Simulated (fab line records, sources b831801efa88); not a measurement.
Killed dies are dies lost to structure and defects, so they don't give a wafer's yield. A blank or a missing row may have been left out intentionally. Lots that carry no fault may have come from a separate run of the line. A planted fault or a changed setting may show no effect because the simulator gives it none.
Chamber matching + flow sky130 + SKY_FIELD_ISO_CMP_27 on cmp-02 has 4 sister chambers
The step polishes, stops on Si3N4, t overpolish 16 s, target thk 457.8 nm. 24 wafers are shown with their chamber, then 12 later ones without.

EACH WAFER AND ITS CHAMBER
| wafer  | chamber | motor_current_A (A) | overpolish_run_s (s) | time_to_endpoint_s (s) |
|--------|---------|---------------------|----------------------|------------------------|
| L075.1 | 2       | 13.1                | 15.994               | 114                    |
| L075.2 | 1       | 11.0                | 15.997               | 119                    |
| L075.4 | 0       | 12.0                | 16.007               | 117                    |
| L076.3 | 2       | 13.4                | 15.998               | 112                    |
| L076.4 | 1       | 11.4                | 15.994               | 106                    |
| L076.6 | 3       | 12.2                | 15.995               | 110                    |
| L083.1 | 3       | 12.3                | 15.993               | 119                    |
| L083.3 | 2       | 13.5                | 16.000               | 120                    |
| L083.5 | 1       | 11.8                | 15.990               | 121                    |
| L084.1 | 2       | 13.4                | 16.013               | 112                    |
| L084.2 | 3       | 11.5                | 15.999               | 115                    |
| L084.6 | 2       | 13.0                | 15.995               | 121                    |
| L084.3 | 1       | 11.1                | 16.017               | 115                    |
| L084.4 | 0       | 11.8                | 15.993               | 118                    |
| L084.5 | 3       | 11.5                | 16.010               | 118                    |
| L087.3 | 2       | 13.8                | 15.982               | 117                    |
| L087.4 | 0       | 11.4                | 15.987               | 112                    |
| L087.6 | 0       | 11.6                | 16.001               | 112                    |
| L089.1 | 0       | 11.8                | 16.021               | 113                    |
| L089.5 | 0       | 12.3                | 16.004               | 113                    |
| L089.6 | 3       | 11.8                | 16.000               | 115                    |
| L091.3 | 3       | 12.1                | 15.992               | 113                    |
| L091.4 | 0       | 11.9                | 16.009               | 113                    |
| L091.6 | 0       | 12.4                | 16.001               | 112                    |

SIGNATURES (means of the wafers above)
| reading            | chamber 0 | chamber 1 | chamber 2 | chamber 3 | scatter within a chamber |
|--------------------|-----------|-----------|-----------|-----------|--------------------------|
| motor_current_A    | 11.900    | 11.325    | 13.367    | 11.900    | 0.332                    |
| overpolish_run_s   | 16.00287  | 15.99950  | 15.99700  | 15.99817  | 0.00974                  |
| time_to_endpoint_s | 113.75    | 115.25    | 116.00    | 115.00    | 3.9                      |
Rule: for a wafer and a chamber, the distance is found by dividing, reading by reading, the gap between the wafer's reading and the chamber's mean by the reading's scatter, squaring, summing and taking the root. The wafer belongs to the nearest chamber; if the next one is less than 2 further off, it can't be placed. The scatter is the square root of a quotient: the sum, over the shown wafers, of each reading's squared deviation from its chamber's mean, divided by wafers minus chambers.

WAFERS WITHOUT THEIR CHAMBER
| wafer  | motor_current_A (A) | overpolish_run_s (s) | time_to_endpoint_s (s) |
|--------|---------------------|----------------------|------------------------|
| L092.1 | 11.9                | 15.990               | 115                    |
| L092.4 | 11.9                | 16.010               | 117                    |
| L092.5 | 12.2                | 15.996               | 116                    |
| L093.2 | 12.2                | 15.991               | 115                    |
| L093.5 | 11.9                | 15.993               | 115                    |
| L093.6 | 11.6                | 15.995               | 107                    |
| L095.1 | 11.7                | 16.006               | 120                    |
| L095.4 | 12.2                | 16.002               | 115                    |
| L095.6 | 13.4                | 15.981               | 116                    |
| L095.2 | 11.5                | 16.002               | 120                    |
| L095.3 | 12.5                | 15.996               | 122                    |
| L095.5 | 11.6                | 15.981               | 116                    |

WHICH CHAMBER EACH WENT THROUGH
| wafer  | from the rows above               | in truth |
|--------|-----------------------------------|----------|
| L092.1 | can't be placed: 3 or 0 or 1      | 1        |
| L092.4 | can't be placed: 0 or 3 or 1      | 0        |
| L092.5 | can't be placed: 3 or 0 or 1      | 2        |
| L093.2 | can't be placed: 3 or 0 or 1      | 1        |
| L093.5 | can't be placed: 3 or 0 or 1      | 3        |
| L093.6 | can't be placed: 0 or 3 or 1      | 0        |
| L095.1 | can't be placed: 3 or 0 or 1      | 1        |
| L095.4 | can't be placed: 0 or 3 or 1      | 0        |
| L095.6 | 2                                 | 2        |
| L095.2 | can't be placed: 1 or 3 or 0      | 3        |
| L095.3 | can't be placed: 3 or 0 or 2 or 1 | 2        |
| L095.5 | can't be placed: 3 or 1 or 0      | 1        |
Correct placement for 1 of the 12. Not placeable from these rows: 11 (in 10, the candidates include the true chamber). Wrongly placed: 0.
